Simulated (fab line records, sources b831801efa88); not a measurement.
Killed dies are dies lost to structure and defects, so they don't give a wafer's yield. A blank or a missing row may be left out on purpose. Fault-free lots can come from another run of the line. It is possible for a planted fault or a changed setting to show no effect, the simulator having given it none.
Which tool is to blame? :: flow gf180mcu :: 11 lots, 33 wafers sampled, at 5 steps of a route of 602

WHAT THE GAUGES SHOWED, per wafer
GF_M4_THK_MEAS_06: measures by xrf. Usual: for M4_ALCU_THK the level is 448 nm and the standard deviation is 5.1.
lot: L893
measured: day 23 03:53
on: filmMetro-01
M4_ALCU_THK (nm): 432 438 438
flag: 

lot: L894
measured: day 23 10:47
on: filmMetro-04
M4_ALCU_THK (nm): 450 450 451
flag: 

lot: L896
measured: day 23 23:05
on: filmMetro-04
M4_ALCU_THK (nm): 448 449 440
flag: 

lot: L898
measured: day 25 02:36
on: filmMetro-03
M4_ALCU_THK (nm): 444 443 449
flag: 

lot: L899
measured: day 25 07:07
on: filmMetro-03
M4_ALCU_THK (nm): 457 477 457 456 473 456
flag: 

lot: L903
measured: day 26 15:34
on: filmMetro-04
M4_ALCU_THK (nm): 444 459 443
flag: 

lot: L909
measured: day 28 04:52
on: filmMetro-04
M4_ALCU_THK (nm): 444 444 451
flag: 

lot: L910
measured: day 28 20:32
on: filmMetro-04
M4_ALCU_THK (nm): 453 456 452
flag: 

lot: L911
measured: day 28 20:52
on: filmMetro-03
M4_ALCU_THK (nm): 455 452 452
flag: 

lot: L913
measured: day 29 08:01
on: filmMetro-04
M4_ALCU_THK (nm): 453 452 455
flag: 

lot: L915
measured: day 29 18:29
on: filmMetro-03
M4_ALCU_THK (nm): 453 448 451
flag: 

GF_V5_THK_MEAS_01. Usual: for V5_CVD_00_THK the level is 300.1 nm and the standard deviation is 2.9.
lot: L893
measured: day 26 22:29
on: filmMetro-01
V5_CVD_00_THK (nm): 303.4 305.6 301.2
flag: 

lot: L894
measured: day 27 05:49
on: filmMetro-02
V5_CVD_00_THK (nm): 297.7 298.0 299.1
flag: 

lot: L896
measured: day 27 15:52
on: filmMetro-03
V5_CVD_00_THK (nm): 296.0 296.7 294.2
flag: 

lot: L898
measured: day 28 15:38
on: filmMetro-03
V5_CVD_00_THK (nm): 299.5 302.5 297.9
flag: 

lot: L899
measured: day 28 19:05
on: filmMetro-01
V5_CVD_00_THK (nm): 302.7 296.8 301.3
flag: 

lot: L903
measured: day 29 17:50
on: filmMetro-03
V5_CVD_00_THK (nm): 300.1 299.4 305.1
flag: 

lot: L909
measured: day 31 12:38
on: filmMetro-01
V5_CVD_00_THK (nm): 303.6 298.7 303.2
flag: 

lot: L910
measured: day 32 01:43
on: filmMetro-03
V5_CVD_00_THK (nm): 300.7 293.0 298.5
flag: 

lot: L911
measured: day 32 02:05
on: filmMetro-01
V5_CVD_00_THK (nm): 299.0 299.7 299.6
flag: 

lot: L913
measured: day 32 11:05
on: filmMetro-03
V5_CVD_00_THK (nm): 298.2 299.1 296.4
flag: 

lot: L915
measured: day 32 20:10
on: filmMetro-02
V5_CVD_00_THK (nm): 301.8 293.9 297.7
flag: 

WHAT TOOL EACH LOT RAN ON (gives the tool, then ch and the chambers of the sampled wafers, and finally the start)
lot: L893
GF_V3_CMP_26: cmp-01 ch 0,1,2, day 23 03:14
GF_M4_SPUTTER_04: pvdSputter-01, day 23 03:43
GF_MIM_STRIP_20: plasmaAsher-01 ch 0,1, day 26 01:10

lot: L894
GF_V3_CMP_26: cmp-02 ch 0,2, day 23 10:08
GF_M4_SPUTTER_04: pvdSputter-01, day 23 10:37
GF_MIM_STRIP_20: plasmaAsher-03 ch 0,1, day 26 07:05

lot: L896
GF_V3_CMP_26: cmp-01 ch 1,2, day 23 22:26
GF_M4_SPUTTER_04: pvdSputter-04, day 23 22:55
GF_MIM_STRIP_20: plasmaAsher-03 ch 0,1, day 26 18:35

lot: L898
GF_V3_CMP_26: cmp-02 ch 0,2,3, day 25 02:04
GF_M4_SPUTTER_04: pvdSputter-02, day 25 02:26
GF_MIM_STRIP_20: plasmaAsher-01 ch 0,1, day 27 19:17

lot: L899
GF_V3_CMP_26: cmp-01 ch 0,1,2, day 25 06:29
GF_M4_SPUTTER_04: pvdSputter-02, day 25 06:58
GF_MIM_STRIP_20: plasmaAsher-04 ch 0,1, day 27 23:10

lot: L903
GF_V3_CMP_26: cmp-02 ch 0,1,2, day 26 08:18
GF_M4_SPUTTER_04: pvdSputter-02, day 26 08:47
GF_MIM_STRIP_20: plasmaAsher-03 ch 0,1, day 28 21:56

lot: L909
GF_V3_CMP_26: cmp-02 ch 1,2,3, day 28 04:16
GF_M4_SPUTTER_04: pvdSputter-04, day 28 04:42
GF_MIM_STRIP_20: plasmaAsher-03 ch 0,1, day 30 17:26

lot: L910
GF_V3_CMP_26: cmp-02 ch 1,3, day 28 19:57
GF_M4_SPUTTER_04: pvdSputter-02, day 28 20:23
GF_MIM_STRIP_20: plasmaAsher-01 ch 0, day 31 06:51

lot: L911
GF_V3_CMP_26: cmp-02 ch 0,1, day 28 20:15
GF_M4_SPUTTER_04: pvdSputter-01, day 28 20:41
GF_MIM_STRIP_20: plasmaAsher-04 ch 0,1, day 31 07:02

lot: L913
GF_V3_CMP_26: cmp-02 ch 1,2,3, day 29 07:23
GF_M4_SPUTTER_04: pvdSputter-04, day 29 07:52
GF_MIM_STRIP_20: plasmaAsher-03 ch 0,1, day 31 16:59

lot: L915
GF_V3_CMP_26: cmp-02 ch 0,2,3, day 29 17:50
GF_M4_SPUTTER_04: pvdSputter-02, day 29 18:19
GF_MIM_STRIP_20: plasmaAsher-01 ch 0,1, day 32 02:29
- GF_V3_CMP_26: polishes, stops on SiO2, t overpolish 15 s, target thk 0 nm.
- GF_M4_SPUTTER_04: material TiN, target thk 50 nm, time 41.7 s.
- GF_MIM_STRIP_20: strips in O2/N2.

AS READ BY THE TOOLS THEMSELVES (means over the sampled wafers that have a number; for cases with no such wafer, the mark the record gives instead)
GF_V3_CMP_26. Usual: motorCurrentA 11.8 A, standard deviation 0.98; overpolishRunS 15.001 s, standard deviation 0.009; timeToEndpointS 84 s, standard deviation 3.5.
lot: L893
tool: cmp-01
motorCurrentA (A): 11.2
overpolishRunS (s): 14.996
timeToEndpointS (s): 88
flag: 

lot: L894
tool: cmp-02
motorCurrentA (A): 11.9
overpolishRunS (s): 15.004
timeToEndpointS (s): 84
flag: 

lot: L896
tool: cmp-01
motorCurrentA (A): 11.5
overpolishRunS (s): 15.008
timeToEndpointS (s): 88
flag: 

lot: L898
tool: cmp-02
motorCurrentA (A): 11.5
overpolishRunS (s): 14.998
timeToEndpointS (s): 81
flag: 

lot: L899
tool: cmp-01
motorCurrentA (A): 11.6
overpolishRunS (s): 15.000
timeToEndpointS (s): 79
flag: 

lot: L903
tool: cmp-02
motorCurrentA (A): 12.4
overpolishRunS (s): 14.988
timeToEndpointS (s): 79
flag: 

lot: L909
tool: cmp-02
motorCurrentA (A): 12.1
overpolishRunS (s): 14.999
timeToEndpointS (s): 85
flag: 

lot: L910
tool: cmp-02
motorCurrentA (A): 12.5
overpolishRunS (s): 15.000
timeToEndpointS (s): 87
flag: 

lot: L911
tool: cmp-02
motorCurrentA (A): 12.1
overpolishRunS (s): 14.996
timeToEndpointS (s): 84
flag: 

lot: L913
tool: cmp-02
motorCurrentA (A): 12.2
overpolishRunS (s): 15.000
timeToEndpointS (s): 86
flag: 

lot: L915
tool: cmp-02
motorCurrentA (A): 11.9
overpolishRunS (s): 15.001
timeToEndpointS (s): 84
flag: 

GF_M4_SPUTTER_04. Usual: cathodeDcPowerW 6500.0 W, standard deviation 1.1; throttleValvePct 30.1 %, standard deviation 0.84.
lot: L893
tool: pvdSputter-01
cathodeDcPowerW (W): 6500.0
throttleValvePct (%): 30.4
flag: 

lot: L894
tool: pvdSputter-01
cathodeDcPowerW (W): 6500.0
throttleValvePct (%): 29.5
flag: 

lot: L896
tool: pvdSputter-04
cathodeDcPowerW (W): 6499.9
throttleValvePct (%): 30.5
flag: 

lot: L898
tool: pvdSputter-02
cathodeDcPowerW (W): 6500.3
throttleValvePct (%): 29.1
flag: 

lot: L899
tool: pvdSputter-02
cathodeDcPowerW (W): 5747.6
throttleValvePct (%): 29.7
flag: OFF

lot: L903
tool: pvdSputter-02
cathodeDcPowerW (W): 5748.3
throttleValvePct (%): 29.3
flag: OFF

lot: L909
tool: pvdSputter-04
cathodeDcPowerW (W): 6500.2
throttleValvePct (%): 30.6
flag: 

lot: L910
tool: pvdSputter-02
cathodeDcPowerW (W): 6500.3
throttleValvePct (%): 29.2
flag: 

lot: L911
tool: pvdSputter-01
cathodeDcPowerW (W): 6500.8
throttleValvePct (%): 30.6
flag: 

lot: L913
tool: pvdSputter-04
cathodeDcPowerW (W): 6500.1
throttleValvePct (%): 30.4
flag: 

lot: L915
tool: pvdSputter-02
cathodeDcPowerW (W): 6500.3
throttleValvePct (%): 29.7
flag: 

GF_MIM_STRIP_20. Usual: drypumpMotorCurrentA 5.7 A, standard deviation 0.38; heaterPowerW 331 W, standard deviation 30; oesProductAu 0.691 a.u., standard deviation 0.0046; stripTimeToEndpointS 11.19 s, standard deviation 0.047.
lot: L893
tool: plasmaAsher-01
drypumpMotorCurrentA (A): 5.3
heaterPowerW (W): 288
oesProductAu (a.u.): 0.691
stripTimeToEndpointS (s): 11.16
flag: 

lot: L894
tool: plasmaAsher-03
drypumpMotorCurrentA (A): 5.7
heaterPowerW (W): 340
oesProductAu (a.u.): 0.686
stripTimeToEndpointS (s): 11.11
flag: 

lot: L896
tool: plasmaAsher-03
drypumpMotorCurrentA (A): 5.7
heaterPowerW (W): 357
oesProductAu (a.u.): 0.690
stripTimeToEndpointS (s): 11.21
flag: 

lot: L898
tool: plasmaAsher-01
drypumpMotorCurrentA (A): 5.3
heaterPowerW (W): 285
oesProductAu (a.u.): 0.691
stripTimeToEndpointS (s): 11.18
flag: 

lot: L899
tool: plasmaAsher-04
drypumpMotorCurrentA (A): 5.8
heaterPowerW (W): 350
oesProductAu (a.u.): 0.691
stripTimeToEndpointS (s): 11.18
flag: 

lot: L903
tool: plasmaAsher-03
drypumpMotorCurrentA (A): 5.7
heaterPowerW (W): 358
oesProductAu (a.u.): 0.690
stripTimeToEndpointS (s): 11.18
flag: 

lot: L909
tool: plasmaAsher-03
drypumpMotorCurrentA (A): 5.7
heaterPowerW (W): 347
oesProductAu (a.u.): 0.689
stripTimeToEndpointS (s): 11.26
flag: 

lot: L910
tool: plasmaAsher-01
drypumpMotorCurrentA (A): 6.1
heaterPowerW (W): 308
oesProductAu (a.u.): 0.689
stripTimeToEndpointS (s): 11.22
flag: 

lot: L911
tool: plasmaAsher-04
drypumpMotorCurrentA (A): 5.8
heaterPowerW (W): 349
oesProductAu (a.u.): 0.689
stripTimeToEndpointS (s): 11.17
flag: 

lot: L913
tool: plasmaAsher-03
drypumpMotorCurrentA (A): 5.7
heaterPowerW (W): 361
oesProductAu (a.u.): 0.692
stripTimeToEndpointS (s): 11.23
flag: 

lot: L915
tool: plasmaAsher-01
drypumpMotorCurrentA (A): 5.7
heaterPowerW (W): 297
oesProductAu (a.u.): 0.689
stripTimeToEndpointS (s): 11.14
flag: 

THE ANSWER, worked out from the rows above alone
Rule: a lot counts as off when the mean over its wafers that have a number is more than 3 standard deviations away from the usual mean. A lot without any number at a reading at which 4 lots or more have one is off too. Where the step has rows for the other lots, those lots are counted as sound. The gauges are gone through in route order, then the tools' own readings, and for those a lot's mean is taken as printed above. The first step at which some lot is off is used, and at that step the reading that is off furthest; a lot without a number counts as furthest.
Off: L899, L903, at GF_M4_SPUTTER_04 (cathodeDcPowerW).
If a tool, at that step or one of the process steps before it, ran each lot that is off and ran no sound lot following the first of them, it fits. No candidate that was tried fits.

WHAT THE SIMULATOR HAD INSERTED
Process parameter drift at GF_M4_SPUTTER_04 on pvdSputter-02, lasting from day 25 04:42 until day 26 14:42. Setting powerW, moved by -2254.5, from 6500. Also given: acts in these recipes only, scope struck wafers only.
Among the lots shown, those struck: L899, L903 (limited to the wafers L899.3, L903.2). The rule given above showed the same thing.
